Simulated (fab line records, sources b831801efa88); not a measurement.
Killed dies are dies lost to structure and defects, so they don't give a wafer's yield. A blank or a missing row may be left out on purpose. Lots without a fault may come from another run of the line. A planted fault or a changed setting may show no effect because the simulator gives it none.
fab line records | flow sky130
record lots=5 wafers=23
route steps=708 shown CONTACT@429 METAL1@435 VIA1@458 METAL2@485 VIA2@509 METAL3@532
start_h: hours from the record's first day to the start of the lot's first wafer shown | wait_h: hours since the lot's step before | " the same as in the row above | L1.1+2: a row that stands for several wafers | - no value, or no start given | * or withheld: withheld | < > ~ a bound
route shown NAME@n: a module of which the file shows steps, and the number in the route of the first | usual: mean/standard deviation of fault-free wafers | same: alike in all rows | chamber/n: place in a boat | sites: the reading at each site | _std_site: their standard deviation | _edge_site: outer sites' mean less inner sites' | radius_mm: how far each site lies from the wafer's centre | mask NAME#n: copy n | behind: the tool/chamber that last shaped the wafer | hold: why the lot was held/for how many hours/how that ended | device: the transistor (n, p or np) that didn't switch | end of line: the same wafers' tests at the end of the route | a step without rows: its recipe alone | killed: dies lost to structure and defects at the first sort, not the wafer's yield | map: a wafer's dies, x killed, . not, _ none there
set.NAME: the setting as run; set.NAME@STEP: as run at that earlier step | model.NAME: the simulator's own value behind a step, which no gauge read
lots whose settings were changed on purpose; a table a step, a row a wafer
## steps
# step SKY_CONTACT_SPUTTER_23
# recipe material=TiN target_thk_nm=20 chamber_pressure_pa=5 power_w=4000 time_s=80
# columns lot.wafer tool chamber start_h wait_h set.chamber_pressure_pa model.TiN_of_CONTACT_SPUTTER_23.thk_nm
L074.1 pvd_sputter-03 - 741.06 0.0 5 19.76
L074.2 " - " " 5 19.84
L074.4 " - " " 5 20.28
L074.5 " - " " 5 19.94
L074.6 " - " " 5 19.85
L078.1 pvd_sputter-04 - 771.17 0.0 5 19.59
L078.2+5 " - " " 5 19.78
L078.3 " - " " 5 19.93
L078.6 " - " " 5 19.49
L079.1 pvd_sputter-03 - 783.28 0.0 5 19.58
L079.4 " - " " 5 19.27
L079.5 " - " " 5 19.64
L080.1 pvd_sputter-03 - 792.85 0.0 4.556 21.4
L080.2 " - " " 4.556 21.83
L080.4 " - " " 4.556 21.38
L080.5 " - " " 4.556 21.29
L080.6 " - " " 4.556 21.53
L082.2 pvd_sputter-04 - 816.92 0.0 5 19.97
L082.3 " - " " 5 19.74
L082.4 " - " " 5 20
L082.5 " - " " 5 19.63
L082.6 " - " " 5 19.6
# step SKY_METAL1_SPUTTER_01
# recipe material=TiN target_thk_nm=20 power_w=6500 time_s=16.7 chamber_pressure_pa=0.4
# columns lot.wafer tool chamber start_h wait_h set.time_s model.TiN_of_METAL1_SPUTTER_01.thk_nm
L074.1 pvd_sputter-03 - 741.73 0.0 18.55 22.5
L074.2 " - " " 18.55 22.66
L074.4 " - " " 16.7 20.37
L074.5 " - " " 18.55 22.53
L074.6 " - " " 16.7 20.33
L078.1 pvd_sputter-02 - 771.84 0.0 14.93 17.79
L078.2 " - " " 16.7 20.04
L078.3 " - " " 16.7 20.02
L078.5 " - " " 16.7 20.15
L078.6 " - " " 14.93 17.99
L079.1 pvd_sputter-02 - 783.95 0.0 16.7 20.25
L079.4+5 " - " " 16.7 20.01
L080.1 pvd_sputter-02 - 793.53 0.0 16.7 20.34
L080.2 " - " " 16.7 20.15
L080.4 " - " " 17.86 21.75
L080.5 " - " " 17.86 21.52
L080.6 " - " " 16.7 20.46
L082.2 pvd_sputter-03 - 817.59 0.0 16.7 19.68
L082.3 " - " " 16.7 19.65
L082.4 " - " " 16.7 19.58
L082.5 " - " " 16.7 19.71
L082.6 " - " " 16.7 19.64
# step SKY_METAL1_DEVELOP_14
# recipe develop_time_s=60 resist=KrF-thick dev_temp_c=21
# columns lot.wafer tool chamber start_h wait_h set.dev_temp_c
L074.1+2+4 litho_track-02 0 - - 21
L074.5+6 " 0 " " 18.68
L078.1+2+3 litho_track-02 0 - - 21
L078.5+6 " 0 " " 18.81
L079.1+4+5 litho_track-04 0 - - 21
L080.1+4+5 litho_track-03 0 - - 18.37
L080.2+6 " 0 " " 21
L082.2+5 litho_track-03 0 - - 24.65
L082.3+4+6 " 0 " " 21
# step SKY_METAL1_CD_MEAS_15
# recipe target_cd_nm=140
# usual cd_nm=140.1/1.3
# columns lot.wafer tool chamber start_h wait_h set.dev_temp_c@METAL1_DEVELOP_14 cd_nm
L074.1 cd_sem-01 - 768.65 - 21 140.5
L074.2 " - " " 21 140.0
L074.4 " - " " 21 139.8
L074.5 " - " " 18.68 143.1
L074.6 " - " " 18.68 143.8
L078.1 cd_sem-02 - 798.75 - 21 138.1
L078.2 " - " " 21 140.3
L078.3 " - " " 21 140.9
L078.5 " - " " 18.81 141.7
L078.6 " - " " 18.81 142.0
L079.1 cd_sem-02 - 810.09 - 21 138.2
L079.4 " - " " 21 138.2
L079.5 " - " " 21 138.6
L080.1 cd_sem-02 - 819.82 - 18.37 143.6
L080.2 " - " " 21 140.0
L080.4 " - " " 18.37 143.4
L080.5 " - " " 18.37 141.5
L080.6 " - " " 21 140.1
L082.2 cd_sem-01 - 843.74 - 24.65 138.2
L082.3 " - " " 21 140.9
L082.4 " - " " 21 141.3
L082.5 " - " " 24.65 138.2
L082.6 " - " " 21 141.8
# step SKY_METAL1_DESCUM_17
# recipe chemistry=O2 source_power_w=150 bias_power_w=0 pressure_mtorr=10 temp_c=40 time_s=8
# columns lot.wafer tool chamber start_h wait_h set.dev_temp_c@METAL1_DEVELOP_14 model.METAL1.cd_nm
L074.1 rie_metal-01 0 768.81 0.0 21 140.4
L074.2 " 1 " " 21 141.1
L074.4 " 0 " " 21 139.8
L074.5 " 0 " " 18.68 143.2
L074.6 " 1 " " 18.68 143.9
L078.1 rie_metal-03 1 798.91 0.0 21 138.1
L078.2+3 " 0 " " 21 141.3
L078.5 " 0 " " 18.81 142.6
L078.6 " 1 " " 18.81 142.2
L079.1+4 rie_metal-03 1 810.24 0.0 21 138
L079.5 " 0 " " 21 138.9
L080.1 rie_metal-03 0 819.98 0.0 18.37 143.8
L080.2 " 1 " " 21 140.5
L080.4 " 0 " " 18.37 143.5
L080.5 " 0 " " 18.37 141.7
L080.6 " 1 " " 21 140.2
L082.2 rie_metal-03 0 843.88 0.0 24.65 138.2
L082.3 " 1 " " 21 141
L082.4 " 0 " " 21 141.7
L082.5 " 1 " " 24.65 138.1
L082.6 " 0 " " 21 142.1
# step SKY_VIA1_HDPCVD_00
# recipe material=SiO2 target_thk_nm=1030 sigma_open_frac=0.3 time_s=171.7 temp_c=400 sih4_flow_sccm=60 pressure_mtorr=6
# columns lot.wafer tool chamber start_h wait_h set.sih4_flow_sccm
L074.1+4+5 hdpcvd-01 0,1,0 769.63 0.0 56.81
L074.2+6 " 1,2 " " 60
L078.1+2+3+5+6 hdpcvd-02 2,0,1,0,1 799.68 0.0 60
L079.1+4+5 hdpcvd-02 1,0,2 811.02 0.0 60
L080.1+2+4+5+6 hdpcvd-02 1,0,2,1,0 820.75 0.0 60
L082.2+4 hdpcvd-02 1,2 844.66 0.0 60
L082.3+5+6 " 0,0,1 " " 64.5
# step SKY_VIA1_THK_MEAS_01
# recipe reads=SiO2_of_VIA1_HDPCVD_00
# usual VIA1_HDPCVD_THK=1034/11
# columns lot.wafer tool chamber start_h wait_h set.sih4_flow_sccm@VIA1_HDPCVD_00 VIA1_HDPCVD_THK[nm]
L074.1 film_metro-03 - 769.74 0.1 56.81 988
L074.2 " - " " 60 1042
L074.4 " - " " 56.81 976
L074.5 " - " " 56.81 978
L074.6 " - " " 60 1020
L078.1 film_metro-03 - 799.80 0.1 60 1017
L078.2 " - " " 60 1043
L078.3 " - " " 60 1047
L078.5 " - " " 60 1038
L078.6 " - " " 60 1039
L079.1 film_metro-01 - 811.13 0.1 60 1059
L079.4 " - " " 60 1052
L079.5 " - " " 60 1029
L080.1 film_metro-01 - 820.87 0.1 60 1021
L080.2 " - " " 60 1017
L080.4 " - " " 60 1014
L080.5 " - " " 60 1030
L080.6 " - " " 60 1033
L082.2 film_metro-03 - 844.78 0.1 60 1046
L082.3 " - " " 64.5 1114
L082.4 " - " " 60 1032
L082.5 " - " " 64.5 1109
L082.6 " - " " 64.5 1119
# step SKY_VIA1_SPUTTER_20
# recipe material=TiN target_thk_nm=20 chamber_pressure_pa=5 power_w=4000 time_s=80
# columns lot.wafer tool chamber start_h wait_h set.time_s model.TiN_of_VIA1_SPUTTER_20.thk_nm
L074.1 pvd_sputter-04 - 797.26 0.0 71 18.01
L074.2 " - " " 80 20.16
L074.4 " - " " 80 19.68
L074.5 " - " " 80 19.84
L074.6 " - " " 71 18.03
L078.1 pvd_sputter-04 - 827.79 0.0 89.01 22.16
L078.2 " - " " 80 19.83
L078.3 " - " " 80 20.21
L078.5 " - " " 89.01 22.18
L078.6 " - " " 80 19.94
L079.1 pvd_sputter-04 - 838.36 0.0 80 19.56
L079.4 " - " " 80 19.86
L079.5 " - " " 80 19.69
L080.1 pvd_sputter-04 - 848.20 0.0 80 20.09
L080.2 " - " " 80 20.12
L080.4 " - " " 80 20.06
L080.5 " - " " 80 20.15
L080.6 " - " " 80 20.35
L082.2 pvd_sputter-03 - 872.31 0.0 80 19.95
L082.3 " - " " 90.68 22.54
L082.4 " - " " 90.68 22.57
L082.5 " - " " 80 19.76
L082.6 " - " " 80 20.03
# step SKY_METAL2_SPUTTER_02
# recipe material=AlCu target_thk_nm=250 power_w=10600 time_s=13.3 chamber_pressure_pa=0.4
# columns lot.wafer tool chamber start_h wait_h set.power_w model.AlCu_of_METAL2_SPUTTER_02.thk_nm
L074.1 pvd_sputter-02 - 797.94 0.0 10600 251.6
L074.2 " - " " 9647 228.4
L074.4 " - " " 9647 227.9
L074.5 " - " " 10600 248.9
L074.6 " - " " 10600 249.8
L078.1 pvd_sputter-01 - 828.47 0.0 10600 250.9
L078.2 " - " " 11570 277.5
L078.3 " - " " 10600 251.6
L078.5 " - " " 10600 254.8
L078.6 " - " " 11570 274.3
L079.1 pvd_sputter-02 - 839.04 0.0 10600 246.5
L079.4 " - " " 10600 248
L079.5 " - " " 10600 246.8
L080.1 pvd_sputter-01 - 848.88 0.0 10600 247.9
L080.2 " - " " 10600 248.4
L080.4 " - " " 10600 245.7
L080.5 " - " " 10600 245.5
L080.6 " - " " 10600 246.6
L082.2 pvd_sputter-04 - 872.99 0.0 11620 278.2
L082.3 " - " " 10600 253.9
L082.4+6 " - " " 11620 276.3
L082.5 " - " " 10600 249.9
# step SKY_METAL2_SPUTTER_03
# recipe material=Ti target_thk_nm=5 power_w=3000 time_s=3.3 chamber_pressure_pa=0.4
# step SKY_METAL2_SPUTTER_04
# recipe material=TiN target_thk_nm=70 power_w=6500 time_s=58.3 chamber_pressure_pa=0.4
# step SKY_METAL2_RS_MEAS_05
# recipe thk_meas_gauge=four-point-probe reads=TiN_of_METAL2_SPUTTER_04+Ti_of_METAL2_SPUTTER_03+AlCu_of_METAL2_SPUTTER_02+TiN_of_METAL2_SPUTTER_01+Ti_of_METAL2_SPUTTER_00
# usual METAL2_ALCU_RS=0.1266/0.0014
# columns lot.wafer tool chamber start_h wait_h set.power_w@METAL2_SPUTTER_02 METAL2_ALCU_RS[ohm/sq]
L074.1 film_metro-04 - 798.03 0.0 10600 0.1259
L074.2 " - " " 9647 0.1392
L074.4 " - " " 9647 0.1394
L074.5 " - " " 10600 0.1272
L074.6 " - " " 10600 0.1269
L078.1 film_metro-02 - 828.56 0.0 10600 0.1265
L078.2 " - " " 11570 0.1139
L078.3 " - " " 10600 0.1261
L078.5 " - " " 10600 0.1244
L078.6 " - " " 11570 0.1152
L079.1 film_metro-04 - 839.13 0.0 10600 0.1287
L079.4 " - " " 10600 0.1276
L079.5 " - " " 10600 0.1281
L080.1 film_metro-04 - 848.98 0.0 10600 0.1278
L080.2 " - " " 10600 0.1276
L080.4 " - " " 10600 0.1289
L080.5 " - " " 10600 0.1291
L080.6 " - " " 10600 0.1284
L082.2 film_metro-03 - 873.10 0.0 11620 0.1134
L082.3 " - " " 10600 0.1249
L082.4 " - " " 11620 0.1143
L082.5 " - " " 10600 0.1268
L082.6 " - " " 11620 0.1142
# step SKY_METAL2_THK_MEAS_06
# recipe thk_meas_gauge=xrf reads=AlCu_of_METAL2_SPUTTER_02
# usual METAL2_ALCU_THK=250.0/2.9
# columns lot.wafer tool chamber start_h wait_h set.power_w@METAL2_SPUTTER_02 METAL2_ALCU_THK[nm]
L074.1 film_metro-04 - 798.15 0.1 10600 253.5
L074.2 " - " " 9647 228.4
L074.4 " - " " 9647 228.3
L074.5 " - " " 10600 249.5
L074.6 " - " " 10600 250.4
L078.1 film_metro-02 - 828.68 0.1 10600 250.9
L078.2 " - " " 11570 276.1
L078.3 " - " " 10600 250.2
L078.5 " - " " 10600 253.3
L078.6 " - " " 11570 273.8
L079.1 film_metro-04 - 839.25 0.1 10600 247.6
L079.4 " - " " 10600 247.1
L079.5 " - " " 10600 246.2
L080.1 film_metro-04 - 849.10 0.1 10600 248.7
L080.2 " - " " 10600 248.2
L080.4 " - " " 10600 246.4
L080.5 " - " " 10600 247.9
L080.6 " - " " 10600 245.9
L082.2 film_metro-03 - 873.21 0.1 11620 275.3
L082.3 " - " " 10600 254.1
L082.4 " - " " 11620 274.2
L082.5 " - " " 10600 247.9
L082.6 " - " " 11620 275.2
# step SKY_VIA2_CMP_02
# recipe material=SiO2 down_force_psi=4 platen_rpm=60 pad_velocity_m_s=0.94248
# columns lot.wafer tool chamber start_h wait_h set.leave_above_ref_nm model.SiO2_of_VIA2_HDPCVD_00.thk_nm
L074.1 cmp-02 1 824.90 0.1 495 494.8
L074.4 " 2 " " 495 495.4
L074.2 " 3 " " 478 477.5
L074.5 " 1 " " 478 -
L074.6 " 2 " " 478 478
L078.2 cmp-02 2 855.57 0.1 495 495.6
L078.3 " 3 " " 495 493.8
L078.1 " 0 " " 495 495.8
L078.5 " 1 " " 495 496.1
L078.6 " 2 " " 495 -
L079.1+5 cmp-01 3 866.72 0.1 495 494.9
L079.4 " 1 " " 495 493.8
L080.4 cmp-02 1 877.00 0.2 495 495.5
L080.2 " 2 " " 495 494.6
L080.1 " 3 " " 495 494.9
L080.6 " 0 " " 495 495.4
L080.5 " 1 " " 495 495.7
L082.3 cmp-02 3 899.62 0.1 495 493.8
L082.2 " 0 " " 517.5 -
L082.4 " 1 " " 517.5 517.6
L082.6 " 2 " " 495 494.3
L082.5 " 3 " " 495 493.3
# step SKY_VIA2_SOFTBAKE_08
# recipe temp_c=100 time_s=90 resist=KrF-thick
# columns lot.wafer tool chamber start_h wait_h set.time_s
L074.1+2+5 litho_track-04 0 - - 90
L074.4+6 " 0 " " 99.4
L078.1+2+3+5+6 litho_track-04 0 - - 90
L079.1+4+5 litho_track-01 0 - - 90
L080.1+6 litho_track-02 0 - - 98.66
L080.2+4+5 " 0 " " 90
L082.2+3+4+5+6 litho_track-02 0 - - 90
# step SKY_VIA2_EXPOSE_09
# recipe mask_id=VIM2 na=0.8 source_shape=annular sigma_inner=0.55 sigma_outer=0.85 target_cd_nm=200 dose_mj=38
# step SKY_VIA2_PEB_10
# recipe peb_temp_c=withheld peb_time_s=withheld resist=KrF-thick
# step SKY_VIA2_ETCH_14
# recipe chemistry=N2/H2 target=BARC ion_energy_ev=200 source_w=500 bias_w=100 pressure_mtorr=30 n2_flow_sccm=100 h2_flow_sccm=200 stop_on=SiO2 time_s=45.9 target_depth_a=600
# step SKY_VIA2_ETCH_15
# recipe target=SiO2 chemistry=C4F8/O2/Ar target_depth_nm=546 stop_on=TiN mask_material=KrF-thick source_w=1500 bias_w=1200 pressure_mtorr=40 c4f8_flow_sccm=withheld O2_flow_sccm=6 Ar_flow_sccm=300 time_s=84
# usual oes_product_au=0.939/0.0049
# columns lot.wafer tool chamber start_h wait_h set.leave_above_ref_nm@VIA2_CMP_02 oes_product_au model.VIA2.feature_depth_nm
L074.1 rie_diel-02 0 851.42 0.0 495 0.938 494.8
L074.2 " 3 " " 478 0.912 477.5
L074.4 " 1 " " 495 0.940 495.4
L074.5 " 3 " " 478 0.921 479
L074.6 " 2 " " 478 0.926 478
L078.1 rie_diel-01 0 882.18 0.0 495 0.936 495.8
L078.2 " 1 " " 495 0.944 495.6
L078.3 " 3 " " 495 0.940 493.8
L078.5 " 1 " " 495 0.947 496.1
L078.6 " 0 " " 495 0.941 495.9
L079.1 rie_diel-01 0 892.83 0.0 495 0.943 494.9
L079.4 " 3 " " 495 0.933 493.8
L079.5 " 1 " " 495 0.943 494.9
L080.1 rie_diel-01 3 903.50 0.0 495 0.937 494.9
L080.2 " 1 " " 495 0.934 494.6
L080.4 " 0 " " 495 0.933 495.5
L080.5 " 1 " " 495 0.944 495.7
L080.6 " 0 " " 495 0.937 495.4
L082.2 rie_diel-04 0 924.78 0.0 517.5 0.961 517.8
L082.3 " 1 " " 495 0.937 493.8
L082.4 " 0 " " 517.5 0.971 517.6
L082.5 " 1 " " 495 0.930 493.3
L082.6 " 3 " " 495 0.935 494.3
# step SKY_VIA2_SPUTTER_20
# recipe material=TiN target_thk_nm=20 chamber_pressure_pa=5 power_w=4000 time_s=80
# columns lot.wafer tool chamber start_h wait_h set.power_w model.TiN_of_VIA2_SPUTTER_20.thk_nm
L074.1 pvd_sputter-03 - 852.08 0.0 4000 19.96
L074.2 " - " " 4464 22.83
L074.4 " - " " 4464 22.73
L074.5 " - " " 4464 22.33
L074.6 " - " " 4000 20.29
L078.1 pvd_sputter-02 - 882.85 0.0 3629 18.2
L078.2 " - " " 3629 18.36
L078.3 " - " " 4000 20.17
L078.5 " - " " 4000 20.3
L078.6 " - " " 3629 18.44
L079.1 pvd_sputter-04 - 893.52 0.0 4000 19.96
L079.4 " - " " 4000 19.74
L079.5 " - " " 4000 19.76
L080.1 pvd_sputter-04 - 904.15 0.0 3672 18.65
L080.2 " - " " 4000 20.28
L080.4 " - " " 4000 20.11
L080.5 " - " " 3672 18.27
L080.6 " - " " 3672 18.49
L082.2 pvd_sputter-04 - 925.46 0.0 3547 17.82
L082.3 " - " " 4000 20.15
L082.4 " - " " 4000 20
L082.5 " - " " 3547 17.86
L082.6 " - " " 3547 17.62
# step SKY_METAL3_SPUTTER_00
# recipe material=Ti target_thk_nm=15 power_w=3000 time_s=10 chamber_pressure_pa=0.4
# columns lot.wafer tool chamber start_h wait_h set.power_w model.Ti_of_METAL3_SPUTTER_00.thk_nm
L074.1 pvd_sputter-02 - 852.75 0.2 2806 13.8
L074.2 " - " " 3000 14.81
L074.4 " - " " 3000 14.93
L074.5 " - " " 2806 13.79
L074.6 " - " " 3000 14.79
L078.1 pvd_sputter-01 - 884.02 0.2 3000 14.68
L078.2 " - " " 2737 13.6
L078.3 " - " " 2737 13.71
L078.5 " - " " 3000 14.99
L078.6 " - " " 2737 13.47
L079.1 pvd_sputter-01 - 894.19 0.2 3000 14.96
L079.4 " - " " 3000 15.38
L079.5 " - " " 3000 14.77
L080.1 pvd_sputter-03 - 904.96 0.1 3129 15.04
L080.2 " - " " 3129 15.48
L080.4 " - " " 3000 14.71
L080.5 " - " " 3000 14.9
L080.6 " - " " 3000 14.56
L082.2 pvd_sputter-01 - 926.13 0.1 2643 12.91
L082.3 " - " " 3000 14.92
L082.4 " - " " 2643 13.49
L082.5 " - " " 3000 14.86
L082.6 " - " " 2643 13.19
## key
split step=SKY_CONTACT_SPUTTER_23 setting=chamber_pressure_pa stated=5 by=lot
response step=SKY_CONTACT_SPUTTER_23 reading=model.TiN_of_CONTACT_SPUTTER_23.thk_nm change=-0.194 per=1% r=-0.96
split step=SKY_METAL1_SPUTTER_01 setting=time_s stated=16.7 by=wafer
response step=SKY_METAL1_SPUTTER_01 reading=model.TiN_of_METAL1_SPUTTER_01.thk_nm change=+0.201 per=1% r=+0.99
split step=SKY_METAL1_DEVELOP_14 setting=dev_temp_c stated=21 by=wafer
response step=SKY_METAL1_CD_MEAS_15 reading=cd_nm change=-0.215 per=1% r=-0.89
response step=SKY_METAL1_DESCUM_17 reading=model.METAL1.cd_nm change=-0.219 per=1% r=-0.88
split step=SKY_VIA1_HDPCVD_00 setting=sih4_flow_sccm stated=60 by=wafer
response step=SKY_VIA1_THK_MEAS_01 reading=VIA1_HDPCVD_THK change=+9.76 per=1% r=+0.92
split step=SKY_VIA1_SPUTTER_20 setting=time_s stated=80 by=wafer
response step=SKY_VIA1_SPUTTER_20 reading=model.TiN_of_VIA1_SPUTTER_20.thk_nm change=+0.187 per=1% r=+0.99
split step=SKY_METAL2_SPUTTER_02 setting=power_w stated=10600 by=wafer
response step=SKY_METAL2_SPUTTER_02 reading=model.AlCu_of_METAL2_SPUTTER_02.thk_nm change=+2.54 per=1% r=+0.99
response step=SKY_METAL2_RS_MEAS_05 reading=METAL2_ALCU_RS change=-0.00128 per=1% r=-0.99
response step=SKY_METAL2_THK_MEAS_06 reading=METAL2_ALCU_THK change=+2.53 per=1% r=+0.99
split step=SKY_VIA2_CMP_02 setting=leave_above_ref_nm stated=495 by=wafer
response step=SKY_VIA2_CMP_02 reading=model.SiO2_of_VIA2_HDPCVD_00.thk_nm change=+5.16 per=1% r=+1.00
response step=SKY_VIA2_ETCH_15 reading=oes_product_au change=+0.00644 per=1% r=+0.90
response step=SKY_VIA2_ETCH_15 reading=model.VIA2.feature_depth_nm change=+5.14 per=1% r=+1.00
split step=SKY_VIA2_SOFTBAKE_08 setting=time_s stated=90 by=wafer
response none clear
split step=SKY_VIA2_SPUTTER_20 setting=power_w stated=4000 by=wafer
response step=SKY_VIA2_SPUTTER_20 reading=model.TiN_of_VIA2_SPUTTER_20.thk_nm change=+0.209 per=1% r=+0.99
split step=SKY_METAL3_SPUTTER_00 setting=power_w stated=3000 by=wafer
response step=SKY_METAL3_SPUTTER_00 reading=model.Ti_of_METAL3_SPUTTER_00.thk_nm change=+0.144 per=1% r=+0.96
